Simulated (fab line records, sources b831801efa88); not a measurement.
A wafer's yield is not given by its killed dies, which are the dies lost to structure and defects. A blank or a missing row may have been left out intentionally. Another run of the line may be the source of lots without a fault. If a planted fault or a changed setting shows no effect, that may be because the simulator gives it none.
Matching of chambers | flow sky130 | 4 sister chambers for SKY_LI_CONTACT_CMP_02 on cmp-02
The step polishes PSG. 16 wafers are shown with their chamber, then 8 later ones without.

## WAFERS, EACH WITH ITS CHAMBER
wafer  | chamber | motor-current-A (A) | time-to-endpoint-s (s)
L259.1 | 2       | 10.9                | 31.7
L259.2 | 0       | 13.5                | 33.4
L259.5 | 0       | 13.1                | 29.5
L263.1 | 0       | 14.0                | 31.3
L263.4 | 2       | 11.2                | 32.4
L263.5 | 1       | 13.4                | 31.0
L266.1 | 1       | 12.9                | 33.5
L266.2 | 2       | 11.1                | 33.6
L266.6 | 3       | 11.4                | 32.9
L267.3 | 2       | 11.0                | 35.1
L267.5 | 0       | 14.1                | 35.7
L267.6 | 3       | 10.9                | 32.2
L268.1 | 3       | 11.5                | 29.8
L268.2 | 2       | 10.7                | 29.3
L268.6 | 1       | 12.5                | 29.6
L270.3 | 2       | 11.3                | 29.5

SIGNATURES (averages over the wafers above)
reading            | chamber 0 | chamber 1 | chamber 2 | chamber 3 | scatter within a chamber
motor-current-A    | 13.675    | 12.933    | 11.033    | 11.267    | 0.353
time-to-endpoint-s | 32.475    | 31.367    | 31.933    | 31.633    | 2.25
Rule: a wafer's distance from a chamber is the root of the sum, over the readings, of the square of ((its reading less the chamber's mean) divided by the reading's scatter). The wafer belongs to the nearest chamber; if the next one is less than 2 further off, it can't be placed. The scatter: take each reading less its chamber's mean, square it, sum over the shown wafers, divide by the number of wafers less the number of chambers, and take the root.

## WAFERS MISSING THEIR CHAMBER
wafer  | motor-current-A (A) | time-to-endpoint-s (s)
L270.4 | 10.9                | 32.0
L270.5 | 11.0                | 31.0
L277.2 | 11.0                | 34.6
L277.4 | 13.0                | 33.5
L277.5 | 10.4                | 37.1
L280.1 | 13.7                | 29.4
L280.2 | 12.8                | 29.5
L280.4 | 11.5                | 29.4

## THE CHAMBER EACH PASSED THROUGH
wafer  | from the rows above     | in truth
L270.4 | can't be placed: 2 or 3 | 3
L270.5 | can't be placed: 2 or 3 | 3
L277.2 | can't be placed: 2 or 3 | 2
L277.4 | can't be placed: 1 or 0 | 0
L277.5 | can't be placed: 2 or 3 | 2
L280.1 | can't be placed: 0 or 1 | 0
L280.2 | can't be placed: 1 or 0 | 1
L280.4 | can't be placed: 3 or 2 | 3
0 of 8 placed correctly. Can't be placed from these rows: 8 (the true chamber is among the candidates in 8). Wrongly placed: 0.
